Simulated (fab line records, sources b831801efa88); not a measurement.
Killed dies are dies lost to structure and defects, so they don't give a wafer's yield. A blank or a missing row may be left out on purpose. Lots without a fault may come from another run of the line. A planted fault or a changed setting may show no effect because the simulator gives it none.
Tool commonality check | flow sky130 | 11 lots, 33 wafers sampled

WHY IT WAS OPENED
At SKY_VIA2_RS_MEAS_22 the reading VIA2_W_RS is flagged on 3 of 11 lots. Wafers without a fault read 0.272 ohm/sq, standard deviation 0.003.
Rule: a lot is flagged when every wafer of it that has a number lies more than 4 standard deviations from that mean, or none has a number. The other lots count as sound.

lot  | measured     | on            | VIA2_W_RS (ohm/sq), wafer by wafer | flag
L377 | day 37 12:08 | film_metro-03 | 0.275 0.271 0.272                  |
L378 | day 37 12:51 | film_metro-01 | 0.275 0.277 0.273                  |
L379 | day 38 11:38 | film_metro-01 | 0.273 0.275 0.275                  |
L383 | day 39 17:36 | film_metro-03 | 0.277 0.274 0.275                  |
L390 | day 41 02:45 | film_metro-04 | 0.273 0.274 0.272                  |
L388 | day 41 04:44 | film_metro-04 | 0.312 0.313 0.310                  | FLAGGED
L391 | day 41 05:19 | film_metro-01 | 0.312 0.311 0.317                  | FLAGGED
L392 | day 41 05:47 | film_metro-01 | 0.269 0.269 0.272                  |
L389 | day 41 06:53 | film_metro-01 | 0.278 0.271 0.276                  |
L393 | day 41 12:35 | film_metro-03 | 0.310 0.307 0.309                  | FLAGGED
L399 | day 42 23:27 | film_metro-04 | 0.267 0.271 0.270                  |
The numbers of the flagged lots are 0.311 ohm/sq on average: +0.039 ohm/sq against the usual, or +13 standard deviations.

WHICH TOOL RAN EACH LOT
The record holds 4 process steps before the reading, out of a route of 708 steps. In each cell: the tool, then ch and the chambers that the sampled wafers went through, then the start.
lot  | flag    | SKY_LDD_N_STRIP_16                   | SKY_SD_N_RTA_14                  | SKY_LI_CONTACT_SPUTTER_19    | SKY_VIA2_CVD_21
L377 |         | plasma_asher-04 ch 0,1, day 19 06:14 | rtp_anneal-02 ch 0, day 29 04:58 | pvd_sputter-03, day 30 10:58 | cvd_w-01 ch 0,1, day 37 12:00
L378 |         | plasma_asher-01 ch 0,1, day 19 06:56 | rtp_anneal-01 ch 0, day 29 05:31 | pvd_sputter-01, day 30 11:28 | cvd_w-02 ch 0,1, day 37 12:43
L379 |         | plasma_asher-01 ch 0,1, day 20 11:14 | rtp_anneal-01 ch 0, day 30 08:02 | pvd_sputter-03, day 31 12:58 | cvd_w-01 ch 0,1, day 38 11:31
L383 |         | plasma_asher-01 ch 0,1, day 21 15:50 | rtp_anneal-02 ch 0, day 31 10:04 | pvd_sputter-04, day 32 15:10 | cvd_w-01 ch 1, day 39 17:28
L390 |         | plasma_asher-04 ch 0,1, day 22 16:09 | rtp_anneal-02 ch 0, day 33 06:58 | pvd_sputter-03, day 34 10:22 | cvd_w-01 ch 0,1, day 41 02:37
L388 | FLAGGED | plasma_asher-04 ch 0,1, day 22 15:07 | rtp_anneal-02 ch 0, day 33 08:26 | pvd_sputter-03, day 34 11:51 | cvd_w-01 ch 0,1, day 41 04:37
L391 | FLAGGED | plasma_asher-01 ch 0,1, day 23 17:29 | rtp_anneal-02 ch 0, day 33 09:02 | pvd_sputter-04, day 34 12:17 | cvd_w-01 ch 0,1, day 41 05:10
L392 |         | plasma_asher-01 ch 0,1, day 23 16:49 | rtp_anneal-01 ch 0, day 33 08:44 | pvd_sputter-01, day 34 11:55 | cvd_w-02 ch 0,1, day 41 05:39
L389 |         | plasma_asher-04 ch 0,1, day 22 22:47 | rtp_anneal-01 ch 0, day 33 09:43 | pvd_sputter-01, day 34 14:25 | cvd_w-02 ch 0,1, day 41 06:45
L393 | FLAGGED | plasma_asher-04 ch 0,1, day 24 01:32 | rtp_anneal-02 ch 0, day 33 14:17 | pvd_sputter-03, day 34 18:18 | cvd_w-01 ch 1, day 41 12:26
L399 |         | plasma_asher-02 ch 0,1, day 25 20:50 | rtp_anneal-02 ch 0, day 35 07:31 | pvd_sputter-04, day 36 10:29 | cvd_w-02 ch 0,1, day 42 23:19
What these steps do:
- SKY_LDD_N_STRIP_16: strips in O2/N2.
- SKY_SD_N_RTA_14: time 2 s.
- SKY_LI_CONTACT_SPUTTER_19: material Ti, target thk 20 nm, time 106.37 s.
- SKY_VIA2_CVD_21: deposits W, target thk 420 nm, time 126.4 s.
- SKY_VIA2_RS_MEAS_22: measures by four-point-probe.

FLAGGED OVER TOTAL, TOOL BY TOOL (the gauges that took the reading come last)
step                      | tool            | lots run | flagged | share of the flagged lots | sound lots run after its first flagged lot
SKY_LDD_N_STRIP_16        | plasma_asher-01 | 5        | 1       | some                      | 0
SKY_LDD_N_STRIP_16        | plasma_asher-02 | 1        | 0       | none                      | -
SKY_LDD_N_STRIP_16        | plasma_asher-04 | 5        | 2       | some                      | 2 (L390,L389)
SKY_SD_N_RTA_14           | rtp_anneal-01   | 4        | 0       | none                      | -
SKY_SD_N_RTA_14           | rtp_anneal-02   | 7        | 3       | all                       | 1 (L399)
SKY_LI_CONTACT_SPUTTER_19 | pvd_sputter-01  | 3        | 0       | none                      | -
SKY_LI_CONTACT_SPUTTER_19 | pvd_sputter-03  | 5        | 2       | some                      | 0
SKY_LI_CONTACT_SPUTTER_19 | pvd_sputter-04  | 3        | 1       | some                      | 1 (L399)
SKY_VIA2_CVD_21           | cvd_w-01        | 7        | 3       | all                       | 0
SKY_VIA2_CVD_21           | cvd_w-02        | 4        | 0       | none                      | -
SKY_VIA2_RS_MEAS_22       | film_metro-01   | 5        | 1       | some                      | 2 (L392,L389)
SKY_VIA2_RS_MEAS_22       | film_metro-03   | 3        | 1       | some                      | 0
SKY_VIA2_RS_MEAS_22       | film_metro-04   | 3        | 1       | some                      | 1 (L399)

WHAT THE TABLE ALLOWS
2 rows of the table ran every flagged lot: rtp_anneal-02 at SKY_SD_N_RTA_14, cvd_w-01 at SKY_VIA2_CVD_21.
- rtp_anneal-02 at SKY_SD_N_RTA_14: 3 of its 7 lots flagged. Sound lots ran on it after the first flagged one (L399), which a lasting fault on the whole tool wouldn't allow.
- cvd_w-01 at SKY_VIA2_CVD_21: 3 of its 7 lots flagged. Its last sound lot is L390 (day 41 02:37), its first flagged lot L388 (day 41 04:37): a fault that began between those two fits.
One tool is left: cvd_w-01 at SKY_VIA2_CVD_21.

WHAT THE SIMULATOR HAD PUT IN
Site profile drift: cvd_w-01, from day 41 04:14 on, at SKY_VIA2_CVD_21. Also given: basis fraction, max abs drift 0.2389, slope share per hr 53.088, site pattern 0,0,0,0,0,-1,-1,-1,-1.
Lots struck among those shown: L388, L391, L393. The rule above found the same.
